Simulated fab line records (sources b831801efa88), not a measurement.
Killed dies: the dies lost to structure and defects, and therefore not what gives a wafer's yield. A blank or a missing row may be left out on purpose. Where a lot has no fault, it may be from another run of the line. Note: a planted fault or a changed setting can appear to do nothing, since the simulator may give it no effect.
fab line records    flow sky130
[record] lots = 13  wafers = 36  last_day = 50
route steps=708 shown FIELD_ISO@14 PWDE@55 NWELL@65
lots untouched by any fault: they come from a run of this same line in which no faults occurred
start_h: start of the lot's first displayed wafer, in hours after the record's first day    wait_h: how many hours have passed since the lot's step before this one    " repeats the value in the row above    L1.1+2: several wafers, shown together as one row    - either no value or no given start    * or withheld: withheld    < > ~ a bound
route shown NAME@n: names a module that has steps shown in the file, with the first one's number in the route    usual: the fault-free wafers' mean and standard deviation    same: alike in all rows    chamber/n: place in a boat    sites: readings site by site    _std_site: the values' standard deviation    _edge_site: mean of outer sites minus mean of inner sites    radius_mm: how far each site lies from the wafer's centre    mask NAME#n: copy n    behind: the last tool/chamber to shape the wafer    hold: why the lot was held/for how many hours/how that ended    device: whichever transistor did not switch (one of n, p or np)    end of line: the same wafers' tests at the end of the route    a step with no rows: only its recipe    killed: dies that structure and defects cost at the first sort, which is not the same as the wafer's yield    map: shows each die of a wafer: x if killed, . if not, _ if none is there
set.NAME: the setting as run; set.NAME@STEP: as run at that earlier step    model.NAME: the simulator's own value behind a step, which no gauge read
a sample of lots followed through the steps of the route, with each step as a table and each wafer as a row
services: a tool's chamber out of use, with start hour (start_h, from the record's first day; less than 0 if before it), hours out, and reason
[[steps]]
[step SKY_FIELD_ISO_CD_MEAS_13]
[recipe] target_cd_nm = 150
[usual] cd_nm = 150.0/1.8
lot.wafer  tool       chamber  start_h  wait_h  cd_nm
L336.1     cd_sem-02  -        29.68    -       150.2
L336.4     "          -        "        "       150.0
L336.6     "          -        "        "       149.0
L338.1     cd_sem-02  -        40.83    -       148.0
L338.2     "          -        "        "       148.0
L338.6     "          -        "        "       148.3
L339.3     cd_sem-02  -        44.34    -       148.9
L339.4     "          -        "        "       151.4
L339.5     "          -        "        "       149.7
L340.3     cd_sem-01  -        52.07    -       152.0
L340.5     "          -        "        "       152.7
L340.6     "          -        "        "       153.0
L342.2     cd_sem-01  -        61.65    -       148.9
L342.3     "          -        "        "       149.2
L343.1     cd_sem-02  -        68.40    -       148.2
L343.3     "          -        "        "       150.0
L343.5     "          -        "        "       149.5
L344.1     cd_sem-01  -        73.38    -       147.7
L344.5     "          -        "        "       149.3
L346.1     cd_sem-02  -        81.88    -       152.6
L346.3     "          -        "        "       151.7
L346.6     "          -        "        "       153.5
L353.3     cd_sem-01  -        118.27   -       147.6
L353.5     "          -        "        "       148.5
L353.6     "          -        "        "       146.4
L354.1     cd_sem-02  -        125.58   -       149.8
L354.3     "          -        "        "       148.8
L354.5     "          -        "        "       148.2
L356.2     cd_sem-01  -        133.15   -       151.7
L356.4     "          -        "        "       151.2
L356.6     "          -        "        "       151.5
L357.1     cd_sem-01  -        138.03   -       151.8
L357.2     "          -        "        "       149.0
L357.4     "          -        "        "       150.4
L359.3     cd_sem-01  -        147.57   -       148.1
L359.5     "          -        "        "       147.6
[step SKY_FIELD_ISO_CMP_27]
[recipe] stop_on = Si3N4  t_overpolish_s = 16  down_force_psi = 4  platen_rpm = 60  target_thk_nm = 457.8  pad_velocity_m_s = 0.94248
[usual] motor_current_A = 11.5/1.7  overpolish_run_s = 16.001/0.0094  time_to_endpoint_s = 115/3.7
lot.wafer  tool    chamber  start_h  wait_h  motor_current_A  overpolish_run_s  time_to_endpoint_s
L336.4     cmp-02  0        43.01    0.0     14.3             15.999            116
L336.1     "       1        "        "       14.9             16.003            110
L336.6     "       0        "        "       13.5             16.011            112
L338.1     cmp-02  0        48.43    0.0     14.3             16.011            117
L338.2     "       1        "        "       14.6             16.024            110
L338.6     "       1        "        "       15.3             16.002            114
L339.4     cmp-01  1        54.25    0.0     11.1             15.992            116
L339.3     "       3        "        "       9.5              16.020            119
L339.5     "       2        "        "       9.8              16.016            118
L340.3     cmp-01  3        58.59    0.1     10.0             16.002            117
L340.6     "       0        "        "       13.1             15.986            123
L340.5     "       1        "        "       11.1             15.980            114
L342.2     cmp-01  2        65.64    0.0     10.2             16.009            113
L342.3     "       0        "        "       12.2             15.983            121
L343.1     cmp-01  1        72.69    0.0     11.7             16.000            113
L343.3     "       0        "        "       12.8             15.994            118
L343.5     "       2        "        "       10.2             15.986            118
L344.1     cmp-02  2        79.48    0.3     10.4             16.003            112
L344.5     "       0        "        "       13.7             16.000            116
L346.1     cmp-02  1        85.46    0.1     15.2             15.999            113
L346.3     "       2        "        "       10.7             15.991            107
L346.6     "       1        "        "       15.0             15.976            115
L353.3     cmp-02  1        121.86   0.1     14.8             16.000            114
L353.5     "       3        "        "       10.2             15.996            124
L353.6     "       0        "        "       14.3             15.984            118
L354.3     cmp-01  3        130.92   0.0     10.2             16.003            116
L354.1     "       0        "        "       13.2             16.002            115
L354.5     "       0        "        "       12.7             16.021            116
L356.4     cmp-01  0        140.43   0.0     12.7             15.992            115
L356.2     "       3        "        "       10.1             16.001            111
L356.6     "       0        "        "       12.5             15.994            116
L357.1     cmp-01  3        144.68   0.0     9.5              16.003            119
L357.4     "       1        "        "       11.5             15.993            114
L357.2     "       2        "        "       9.7              16.011            120
L359.3     cmp-01  3        151.30   0.2     10.1             16.011            121
L359.5     "       1        "        "       11.0             15.993            116
[step SKY_PWDE_TW_MEAS_10]
[usual] PWDE_TW = 375.2/2.8
lot.wafer  tool           chamber  start_h  wait_h  PWDE_TW
L336.1     film_metro-02  -        78.67    0.1     377.1
L336.4     "              -        "        "       377.3
L336.6     "              -        "        "       378.5
L338.1     film_metro-03  -        84.87    0.1     369.3
L338.2     "              -        "        "       373.0
L338.6     "              -        "        "       373.8
L339.3     film_metro-04  -        91.29    0.1     376.0
L339.4     "              -        "        "       377.6
L339.5     "              -        "        "       377.8
L340.3     film_metro-03  -        95.07    0.1     371.2
L340.5     "              -        "        "       372.0
L340.6     "              -        "        "       370.8
L342.2     film_metro-02  -        103.08   0.1     375.0
L342.3     "              -        "        "       375.7
L343.1     film_metro-03  -        109.07   0.1     374.3
L343.3     "              -        "        "       374.1
L343.5     "              -        "        "       372.7
L344.1     film_metro-04  -        116.82   0.1     378.1
L344.5     "              -        "        "       377.4
L346.1     film_metro-03  -        123.87   0.1     372.1
L346.3     "              -        "        "       373.5
L346.6     "              -        "        "       371.2
L353.3     film_metro-04  -        163.62   0.1     377.8
L353.5     "              -        "        "       378.7
L353.6     "              -        "        "       376.0
L354.1     film_metro-04  -        175.40   0.1     379.7
L354.3     "              -        "        "       381.0
L354.5     "              -        "        "       381.1
L356.2     film_metro-04  -        184.83   0.1     380.9
L356.4     "              -        "        "       382.6
L356.6     "              -        "        "       380.1
L357.1     film_metro-03  -        188.17   0.1     371.6
L357.2     "              -        "        "       371.0
L357.4     "              -        "        "       370.8
L359.3     film_metro-04  -        197.82   0.1     377.6
L359.5     "              -        "        "       376.6
[step SKY_NWELL_IMPLANT_12]
[recipe] species = P  energy_kev = 120  dose_cm2 = 1.3e+12  tilt_deg = withheld
[usual] dose_ions_cm2 = 1.3001e+12/1.4e+09  end_station_pressure_torr = 5.05e-06/2.8e-07  faraday_current_uA = 7.34/0.15
lot.wafer  tool          chamber  start_h  wait_h  dose_ions_cm2  end_station_pressure_torr  faraday_current_uA
L336.1     implanter-01  0        95.90    0.1     1.3041e+12     5.04e-06                   7.36
L336.4     "             0        "        "       1.3002e+12     4.93e-06                   7.36
L336.6     "             0        "        "       1.3003e+12     5.06e-06                   7.31
L338.1     implanter-04  0        103.03   0.1     1.2988e+12     4.9e-06                    7.36
L338.2     "             0        "        "       1.2981e+12     5.08e-06                   7.36
L338.6     "             0        "        "       1.2979e+12     5.11e-06                   7.22
L339.3     implanter-01  0        108.23   0.1     1.2968e+12     5.36e-06                   7.18
L339.4     "             0        "        "       1.2982e+12     4.99e-06                   7.28
L339.5     "             0        "        "       1.2981e+12     5.16e-06                   7.32
L340.3     implanter-01  0        111.98   0.1     1.3005e+12     4.74e-06                   7.37
L340.5     "             0        "        "       1.3007e+12     4.99e-06                   7.38
L340.6     "             0        "        "       1.2993e+12     4.86e-06                   7.32
L342.2     implanter-04  0        121.26   0.1     1.3005e+12     4.72e-06                   7.35
L342.3     "             0        "        "       1.2978e+12     5.4e-06                    7.26
L343.1     implanter-03  0        127.75   0.1     1.3015e+12     4.99e-06                   7.48
L343.3     "             0        "        "       1.3e+12        5.34e-06                   7.46
L343.5     "             0        "        "       1.3012e+12     5.04e-06                   7.74
L344.1     implanter-04  0        136.28   0.1     1.3013e+12     4.92e-06                   7.01
L344.5     "             0        "        "       1.2994e+12     4.75e-06                   7.18
L346.1     implanter-03  0        142.95   0.1     1.2994e+12     5.27e-06                   7.10
L346.3     "             0        "        "       1.2994e+12     5.25e-06                   7.29
L346.6     "             0        "        "       1.3005e+12     5.28e-06                   7.22
L353.3     implanter-03  0        185.23   0.1     2.1936e+12     5.12e-06                   12.17
L353.5     "             0        "        "       2.1925e+12     6.05e-06                   12.47
L353.6     "             0        "        "       2.1946e+12     5.15e-06                   12.46
L354.1     implanter-03  0        197.68   0.1     2.1936e+12     5.22e-06                   12.08
L354.3     "             0        "        "       2.1952e+12     4.73e-06                   11.77
L354.5     "             0        "        "       2.1933e+12     5.15e-06                   12.30
L356.2     implanter-01  0        207.24   0.1     1.2995e+12     4.83e-06                   7.39
L356.4     "             0        "        "       1.3022e+12     5.16e-06                   7.22
L356.6     "             0        "        "       1.3e+12        5.19e-06                   7.36
L357.1     implanter-04  0        210.37   0.1     1.3017e+12     4.81e-06                   7.25
L357.2     "             0        "        "       1.3006e+12     5.07e-06                   7.35
L357.4     "             0        "        "       1.3009e+12     5.08e-06                   7.24
L359.3     implanter-04  0        220.88   0.1     1.3003e+12     5.3e-06                    7.44
L359.5     "             0        "        "       1.3009e+12     5.26e-06                   7.56
[step SKY_NWELL_RS_MEAS_29]
[recipe] thk_meas_gauge = four-point-probe
[usual] NWELL_RS = 625.4/1.4
lot.wafer  tool           chamber  start_h  wait_h  hold                      NWELL_RS[ohm/sq]
L336.1     film_metro-04  -        113.19   0.1     -                         622.9
L336.4     "              -        "        "       -                         623.9
L336.6     "              -        "        "       -                         624.4
L338.1     film_metro-04  -        121.46   0.1     -                         625.9
L338.2     "              -        "        "       -                         626.8
L338.6     "              -        "        "       -                         624.8
L339.3     film_metro-04  -        127.75   0.1     -                         625.0
L339.4     "              -        "        "       -                         624.9
L339.5     "              -        "        "       -                         624.4
L340.3     film_metro-02  -        131.53   0.1     -                         624.6
L340.5     "              -        "        "       -                         624.6
L340.6     "              -        "        "       -                         625.9
L342.2     film_metro-03  -        140.93   0.1     -                         626.8
L342.3     "              -        "        "       -                         624.6
L343.1     film_metro-04  -        147.68   0.1     -                         628.5
L343.3     "              -        "        "       -                         627.3
L343.5     "              -        "        "       -                         627.9
L344.1     film_metro-04  -        156.51   0.1     -                         625.6
L344.5     "              -        "        "       -                         626.8
L346.1     film_metro-03  -        163.69   0.1     -                         627.5
L346.3     "              -        "        "       -                         626.4
L346.6     "              -        "        "       -                         626.5
L353.3     film_metro-04  -        208.30   0.1     await_dispo/0.2h/release  605.6
L353.5     "              -        "        "       await_dispo/0.2h/release  606.9
L353.6     "              -        "        "       await_dispo/0.2h/release  605.6
L353.3     film_metro-04  -        208.66   0.3     -                         604.7
L353.5     "              -        "        "       -                         606.5
L353.6     "              -        "        "       -                         605.6
L354.1     film_metro-03  -        221.55   0.1     await_dispo/0.2h/release  602.5
L354.3     "              -        "        "       await_dispo/0.2h/release  603.6
L354.5     "              -        "        "       await_dispo/0.2h/release  603.8
L354.1     film_metro-03  -        221.91   0.3     -                         603.1
L354.3     "              -        "        "       -                         604.0
L354.5     "              -        "        "       -                         604.1
L356.2     film_metro-02  -        230.47   0.1     -                         626.3
L356.4     "              -        "        "       -                         626.3
L356.6     "              -        "        "       -                         626.9
L357.1     film_metro-03  -        234.96   0.1     -                         625.5
L357.2     "              -        "        "       -                         626.1
L357.4     "              -        "        "       -                         625.5
L359.3     film_metro-02  -        246.04   0.1     -                         625.7
L359.5     "              -        "        "       -                         626.1
[[services]]
tool          chamber  start_h  hours  kind
cmp-02        -        26.13    6.0    pm
cmp-02        -        35.34    5.5    repair
cmp-01        -        36.79    2.0    repair
implanter-03  -        42.29    2.4    pm
implanter-04  -        60.04    5.2    pm
cmp-02        -        64.00    4.0    pm
implanter-01  -        64.91    3.8    pm
implanter-01  -        68.70    3.8    pm
implanter-01  -        70.52    9.5    repair
implanter-04  -        79.01    0.6    repair
implanter-03  -        80.14    1.4    repair
cmp-01        -        97.38    1.7    repair
implanter-04  -        97.62    1.9    repair
implanter-03  -        106.32   0.7    repair
cmp-02        -        143.94   6.3    repair
cmp-02        -        155.27   2.8    pm
cmp-01        -        165.49   1.1    repair
implanter-01  -        169.69   5.3    repair
implanter-03  -        188.27   3.2    repair
cmp-01        -        199.27   0.8    repair
cmp-01        -        200.08   4.4    pm
cmp-02        -        206.01   3.0    repair
cmp-02        -        213.13   2.0    repair
cmp-01        -        214.62   0.5    repair
[[key]]
[first_sign] step = SKY_NWELL_IMPLANT_12  reading = dose_ions_cm2  direction = up  sigmas = 99+  usual = *  struck = *
[effect] step = SKY_NWELL_IMPLANT_12  reading = faraday_current_uA  direction = up  sigmas = 33  usual = 7.34  struck = 12.21
[effect] step = SKY_NWELL_RS_MEAS_29  reading = visit  direction = added
[effect] step = SKY_NWELL_RS_MEAS_29  reading = NWELL_RS  direction = down  sigmas = 15  usual = 625.4  struck = 604.7
met_at SKY_NWELL_IMPLANT_12
struck_lots L353,L354
tester_left_out L353,L354
not_acting_at SKY_FIELD_ISO_CD_MEAS_13,SKY_FIELD_ISO_CMP_27,SKY_PWDE_TW_MEAS_10
onset_between 142.95 185.23
[fault] kind = process_parameter_drift  tool = implanter-03  chamber = -  onset_h = 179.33  steps = SKY_NWELL_IMPLANT_12  channel = dose_cm2  offset = *  shape = step  end_h = 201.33  acts_in = *  stated = *
// tester_left_out: of these lots the tester's yield and bins aren't shown, on N5 and GAA mostly nor the transistor test; their killed dies are dies lost to structure and defects alone, not to doping, threshold or leakage, so they don't give the yield
